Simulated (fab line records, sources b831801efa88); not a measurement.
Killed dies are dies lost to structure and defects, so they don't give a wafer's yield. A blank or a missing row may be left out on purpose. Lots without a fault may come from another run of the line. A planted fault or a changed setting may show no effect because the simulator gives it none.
fab line records | flow sky130
record lots=11 wafers=33 last_day=50
route steps=708 shown NWELL@81 POLY_GATE@204 METAL1@440
lots that met no fault: from a run of the same line without faults
start_h: hours from the record's first day to the start of the lot's first wafer shown | wait_h: hours since the lot's step before | " the same as in the row above | L1.1+2: a row that stands for several wafers | - no value, or no start given | * or withheld: withheld | < > ~ a bound
route shown NAME@n: a module of which the file shows steps, and the number in the route of the first | usual: mean/standard deviation of fault-free wafers | same: alike in all rows | chamber/n: place in a boat | sites: the reading at each site | _std_site: their standard deviation | _edge_site: outer sites' mean less inner sites' | radius_mm: how far each site lies from the wafer's centre | mask NAME#n: copy n | behind: the tool/chamber that last shaped the wafer | hold: why the lot was held/for how many hours/how that ended | device: the transistor (n, p or np) that didn't switch | end of line: the same wafers' tests at the end of the route | a step without rows: its recipe alone | killed: dies lost to structure and defects at the first sort, not the wafer's yield | map: a wafer's dies, x killed, . not, _ none there
set.NAME: the setting as run; set.NAME@STEP: as run at that earlier step | model.NAME: the simulator's own value behind a step, which no gauge read
steps of the route over a sample of lots; a table a step, a row a wafer
services: from which hour (start_h, from the record's first day; less than 0 if before it) a tool's chamber was out of use, for how many hours, and why
## steps
# step SKY_NWELL_RTA_28
# recipe temp_c=1050 time_s=30 idle_temp_c=650 ramp_up_c_per_s=150 ramp_down_c_per_s=90 ambient=N2
# usual lamp_power_pct=25.30/0.051 wafer_temp_C_max=1054.7/0.93
# columns lot.wafer tool chamber start_h wait_h lamp_power_pct wafer_temp_C_max
L365.2 rtp_anneal-02 0 98.63 0.0 25.24 1054.6
L365.3 " 0 " " 25.31 1054.8
L365.4 " 0 " " 25.31 1056.1
L366.1 rtp_anneal-01 0 106.62 0.0 25.33 1056.2
L366.5 " 0 " " 25.28 1054.6
L366.6 " 0 " " 25.36 1055.6
L374.3 rtp_anneal-01 0 149.26 0.0 25.28 1054.9
L374.4 " 0 " " 25.29 1056.3
L374.5 " 0 " " 25.28 1055.4
L375.2 rtp_anneal-02 0 159.26 0.0 25.31 1055.0
L375.3 " 0 " " 25.31 1054.4
L375.5 " 0 " " 25.29 1054.0
L376.3 rtp_anneal-02 0 167.35 0.0 25.34 1054.5
L376.5 " 0 " " 25.28 1053.2
L376.6 " 0 " " 25.32 1054.9
L377.1 rtp_anneal-01 0 172.99 0.0 25.35 1053.7
L377.2 " 0 " " 25.26 1055.4
L377.4 " 0 " " 25.21 1055.2
L378.1 rtp_anneal-01 0 176.47 0.0 25.34 1053.4
L378.3 " 0 " " 25.37 1054.2
L378.4 " 0 " " 25.31 1054.1
L385.1 rtp_anneal-01 0 227.12 0.0 25.31 1057.3
L385.5 " 0 " " 25.29 1053.2
L385.6 " 0 " " 25.28 1054.2
L386.3 rtp_anneal-02 0 231.75 0.0 25.23 1054.4
L386.4 " 0 " " 25.39 1056.8
L386.6 " 0 " " 25.32 1055.1
L387.3 rtp_anneal-01 0 233.42 0.0 25.30 1054.0
L387.4 " 0 " " 25.27 1054.1
L387.6 " 0 " " 25.28 1055.7
L388.2 rtp_anneal-02 0 244.23 0.0 25.26 1054.3
L388.3 " 0 " " 25.34 1054.9
L388.5 " 0 " " 25.30 1053.9
# step SKY_POLY_GATE_CVD_00
# recipe material=poly-Si target_thk_nm=180 temp_c=620 time_s=720 pressure_mtorr=200
# columns lot.wafer tool chamber start_h wait_h
L365.2+3+4 lpcvd-01 1 304.31 0.0
L366.1+5+6 lpcvd-01 1 316.04 0.0
L374.3+4+5 lpcvd-01 1 375.76 0.0
L375.2+3+5 lpcvd-01 1 393.12 0.0
L376.3+5+6 lpcvd-01 1 415.92 0.0
L377.1+2+4 lpcvd-01 0 417.12 0.5
L378.1+3+4 lpcvd-01 0 417.12 0.5
L385.1+5+6 lpcvd-01 0 487.03 0.0
L386.3+4+6 lpcvd-01 0 491.15 0.0
L387.3+4+6 lpcvd-01 1 499.79 0.0
L388.2+3+5 lpcvd-01 0 508.23 0.0
# step SKY_POLY_GATE_THK_MEAS_01
# recipe reads=poly-Si_of_POLY_GATE_CVD_00
# usual POLY_GATE_CVD_00_THK=180.2/1.5
# columns lot.wafer tool chamber start_h wait_h POLY_GATE_CVD_00_THK[nm]
L365.2 film_metro-04 - 305.52 0.0 180.0
L365.3 " - " " 178.9
L365.4 " - " " 179.7
L366.1 film_metro-02 - 317.24 0.0 179.5
L366.5 " - " " 182.1
L366.6 " - " " 180.3
L374.3 film_metro-03 - 377.58 0.0 178.9
L374.4 " - " " 180.1
L374.5 " - " " 179.5
L375.2 film_metro-02 - 394.33 0.0 178.5
L375.3 " - " " 179.0
L375.5 " - " " 179.4
L376.3 film_metro-03 - 417.14 0.0 144.9
L376.5 " - " " 144.7
L376.6 " - " " 146.3
L377.1 film_metro-02 - 418.32 0.0 145.8
L377.2 " - " " 143.1
L377.4 " - " " 145.9
L378.1 film_metro-03 - 418.32 0.0 144.5
L378.3 " - " " 142.8
L378.4 " - " " 144.1
L385.1 film_metro-02 - 488.23 0.0 184.4
L385.5 " - " " 181.1
L385.6 " - " " 180.5
L386.3 film_metro-04 - 492.37 0.0 182.5
L386.4 " - " " 181.2
L386.6 " - " " 183.1
L387.3 film_metro-04 - 501.01 0.0 179.6
L387.4 " - " " 179.3
L387.6 " - " " 179.0
L388.2 film_metro-02 - 509.44 0.0 181.9
L388.3 " - " " 182.1
L388.5 " - " " 181.7
# step SKY_POLY_GATE_ETCH_17
# recipe target_depth_nm=180 stop_on=SiO2 over_etch_frac=0.56667 chemistry=HBr/Cl2 target=poly-Si icp_w=400 bias_w=100 pressure_mtorr=10 HBr_flow_sccm=150 Cl2_flow_sccm=50 time_s=70.5
# usual drypump_motor_current_A=5.5/0.4 he_backside_leak_sccm=2.68/0.24 oes_product_au=0.990/0.0073 throttle_valve_pct=33.686/0.0087
# same over_etch_frac=0.56667
# columns lot.wafer tool chamber start_h wait_h drypump_motor_current_A he_backside_leak_sccm oes_product_au rf_hours_counter_h throttle_valve_pct
L365.2 rie_si-02 0 360.09 0.0 4.7 2.66 0.994 2 33.684
L365.3 " 1 " " 5.0 2.46 0.978 5 33.682
L365.4 " 2 " " 5.6 2.67 0.986 1 33.671
L366.1 rie_si-02 0 382.09 0.0 4.7 2.66 0.986 2 33.694
L366.5 " 0 " " 4.7 2.83 0.993 - 33.679
L366.6 " 3 " " 5.5 3.22 1.003 - 33.684
L374.3 rie_si-01 2 445.93 0.0 5.6 2.48 0.994 3 33.679
L374.4 " 2 " " 5.6 2.49 0.989 - 33.690
L374.5 " 3 " " 5.9 2.27 0.982 - 33.684
L375.2 rie_si-01 2 461.73 0.0 5.6 2.45 0.987 3 33.680
L375.3 " 3 " " 5.9 2.39 0.986 2 33.691
L375.5 " 2 " " 5.6 2.63 0.991 - 33.677
L376.3 rie_si-02 0 482.44 0.0 4.7 2.69 0.856 3 33.679
L376.5 " 3 " " 5.5 3.08 0.848 - 33.705
L376.6 " 2 " " 5.6 2.71 0.860 - 33.687
L377.1 rie_si-01 3 485.78 0.0 6.0 2.41 0.849 2 33.681
L377.2 " 1 " " 6.0 2.62 0.850 0 33.689
L377.4 " 0 " " 5.5 2.93 0.853 7 33.689
L378.1 rie_si-02 0 486.09 0.0 4.7 2.70 0.857 3 33.687
L378.3 " 3 " " 5.5 2.96 0.845 3 33.697
L378.4 " 1 " " 5.0 2.63 0.855 6 33.693
L385.1 rie_si-01 0 552.09 0.0 5.5 2.89 1.001 7 33.690
L385.5 " 3 " " 6.0 2.38 0.990 - 33.684
L385.6 " 2 " " 5.6 2.36 0.997 - 33.693
L386.3 rie_si-02 0 556.83 0.0 4.7 2.71 1.004 3 33.680
L386.4 " 2 " " 5.6 2.72 0.983 2 33.680
L386.6 " 2 " " 5.6 2.73 0.999 - 33.682
L387.3 rie_si-01 0 565.48 0.0 5.5 2.82 0.999 7 33.679
L387.4 " 0 " " 5.5 2.82 0.991 - 33.683
L387.6 " 3 " " 5.9 2.43 0.990 - 33.674
L388.2 rie_si-02 0 572.54 0.0 4.7 2.73 1.002 3 33.689
L388.3 " 3 " " 5.5 2.93 1.000 4 33.702
L388.5 " 0 " " 4.7 2.66 0.990 - 33.696
# step SKY_METAL1_THK_MEAS_06
# recipe thk_meas_gauge=xrf reads=AlCu_of_METAL1_SPUTTER_02
# usual METAL1_ALCU_THK=252/3
# columns lot.wafer tool chamber start_h wait_h METAL1_ALCU_THK[nm]
L365.2 film_metro-02 - 733.29 0.1 253
L365.3 " - " " 254
L365.4 " - " " 255
L366.1 film_metro-01 - 747.92 0.1 250
L366.5 " - " " 253
L366.6 " - " " 248
L374.3 film_metro-02 - 800.32 0.1 256
L374.4 " - " " 256
L374.5 " - " " 255
L375.2 film_metro-02 - 811.86 0.1 256
L375.3 " - " " 255
L375.5 " - " " 258
L376.3 film_metro-03 - 833.10 0.1 254
L376.5 " - " " 247
L376.6 " - " " 253
L377.1 film_metro-03 - 836.96 0.1 252
L377.2 " - " " 254
L377.4 " - " " 253
L378.1 film_metro-01 - 837.88 0.1 253
L378.3 " - " " 257
L378.4 " - " " 255
L385.1 film_metro-03 - 893.19 0.1 247
L385.5 " - " " 251
L385.6 " - " " 249
L386.3 film_metro-01 - 894.95 0.1 247
L386.4 " - " " 254
L386.6 " - " " 249
L387.3 film_metro-03 - 902.76 0.1 249
L387.4 " - " " 251
L387.6 " - " " 250
L388.2 film_metro-02 - 915.24 0.1 247
L388.3 " - " " 249
L388.5 " - " " 249
# step SKY_METAL1_METAL_ETCH_19
# recipe target_depth_a=3600 stop_on=SiO2 over_etch_frac=0.3 time_s=78 chemistry=Cl2/BCl3 resist_sidewall_deg=88 pressure_mtorr=10 icp_w=900 bias_w=48.5 Cl2_flow_sccm=60 bcl3_flow_sccm=30
# usual drypump_motor_current_A=5.34/0.27 he_backside_leak_sccm=3.4/0.3 oes_product_au=0.854/0.0054 throttle_valve_pct=22.263/0.0088
# same over_etch_frac=0.3
# columns lot.wafer tool chamber start_h wait_h drypump_motor_current_A he_backside_leak_sccm oes_product_au rf_hours_counter_h throttle_valve_pct
L365.2 rie_metal-04 1 759.51 0.0 5.05 3.5 0.854 8 22.259
L365.3 " 1 " " 5.05 3.3 0.862 - 22.243
L365.4 " 0 " " 5.13 3.5 0.847 - 22.256
L366.1 rie_metal-02 0 774.85 0.0 5.39 3.2 0.855 10 22.275
L366.5 " 0 " " 5.37 3.2 0.856 - 22.257
L366.6 " 1 " " 5.32 3.5 0.849 - 22.261
L374.3 rie_metal-02 1 827.24 0.1 5.29 3.5 0.862 - 22.254
L374.4 " 0 " " 5.36 3.1 0.862 - 22.278
L374.5 " 1 " " 5.33 3.5 0.855 - 22.267
L375.2 rie_metal-04 0 838.96 0.0 5.14 3.3 0.852 15 22.243
L375.3 " 0 " " 5.14 3.4 0.859 - 22.262
L375.5 " 0 " " 5.13 3.3 0.860 - 22.286
L376.3 rie_metal-04 0 860.34 0.1 5.12 3.6 0.861 - 22.253
L376.5 " 0 " " 5.12 3.7 0.845 - 22.247
L376.6 " 1 " " 5.09 3.5 0.849 - 22.274
L377.1 rie_metal-04 1 864.31 0.0 5.07 3.7 0.854 13 22.276
L377.2 " 0 " " 5.14 3.5 0.858 16 22.272
L377.4 " 0 " " 5.14 3.6 0.858 - 22.264
L378.1 rie_metal-01 0 865.22 0.0 5.94 3.4 0.848 1 22.270
L378.3 " 1 " " 5.46 3.2 0.856 - 22.262
L378.4 " 0 " " 5.90 3.5 0.857 - 22.260
L385.1 rie_metal-02 0 919.77 0.0 5.36 3.2 0.851 16 22.261
L385.5 " 0 " " 5.35 3.4 0.855 - 22.259
L385.6 " 0 " " 5.38 3.2 0.850 - 22.262
L386.3 rie_metal-04 1 921.26 0.1 5.04 3.5 0.847 - 22.253
L386.4 " 1 " " 5.07 3.4 0.853 - 22.260
L386.6 " 1 " " 5.06 3.3 0.854 - 22.259
L387.3 rie_metal-02 1 928.64 0.1 5.31 3.5 0.858 - 22.253
L387.4 " 0 " " 5.36 5.0 0.854 - 22.260
L387.6 " 1 " " 5.33 3.5 0.858 - 22.283
L388.2 rie_metal-02 1 941.35 0.2 5.32 3.6 0.841 - 22.256
L388.3 " 1 " " 5.31 3.5 0.841 - 22.260
L388.5 " 1 " " 5.31 3.5 0.854 - 22.274
## services
# columns tool chamber start_h hours kind
rie_si-01 3 75.33 2.6 repair
rie_si-02 1 82.22 3.7 repair
rie_metal-04 1 87.97 6.1 repair
rie_si-02 0 103.71 2.9 repair
lpcvd-01 - 140.24 0.7 repair
rie_metal-04 1 148.22 9.2 repair
rie_si-01 3 148.61 15.4 repair
rie_si-01 2 199.52 2.6 repair
rie_metal-04 - 199.95 14.6 pm
rie_metal-04 1 218.88 6.0 repair
lpcvd-01 - 283.17 0.2 repair
rie_si-02 - 284.27 2.8 pm
rie_metal-02 - 305.36 2.8 pm
rie_si-02 - 329.99 15.6 pm
rie_si-02 0 441.75 10.8 repair
lpcvd-01 - 484.32 0.4 repair
rie_si-02 - 497.27 0.3 repair
lpcvd-01 - 501.23 0.3 repair
rtp_anneal-01 - 602.18 5.2 pm
rtp_anneal-01 - 633.64 66.4 pm
rie_si-02 2 683.51 12.8 repair
rie_si-02 - 690.88 0.6 repair
rie_si-02 3 825.75 9.8 repair
lpcvd-01 - 928.25 2.8 pm
## key
first_sign step=SKY_POLY_GATE_THK_MEAS_01 reading=POLY_GATE_CVD_00_THK direction=down sigmas=24 usual=180.2 struck=144.7
effect step=SKY_POLY_GATE_ETCH_17 reading=oes_product_au direction=down sigmas=19 usual=0.990 struck=0.853
met_at SKY_POLY_GATE_CVD_00
struck_lots L376,L377,L378
tester_left_out L376,L377,L378
not_acting_at SKY_NWELL_RTA_28,SKY_METAL1_THK_MEAS_06,SKY_METAL1_METAL_ETCH_19
onset_between 393.12 415.92
fault kind=process_parameter_drift tool=lpcvd-01 chamber=- onset_h=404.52 steps=SKY_POLY_GATE_CVD_00 channel=target_thk_nm offset=-35.288 shape=step end_h=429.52 stated=180
# tester_left_out: of these lots the tester's yield and bins aren't shown, on N5 and GAA mostly nor the transistor test; their killed dies are dies lost to structure and defects alone, not to doping, threshold or leakage, so they don't give the yield
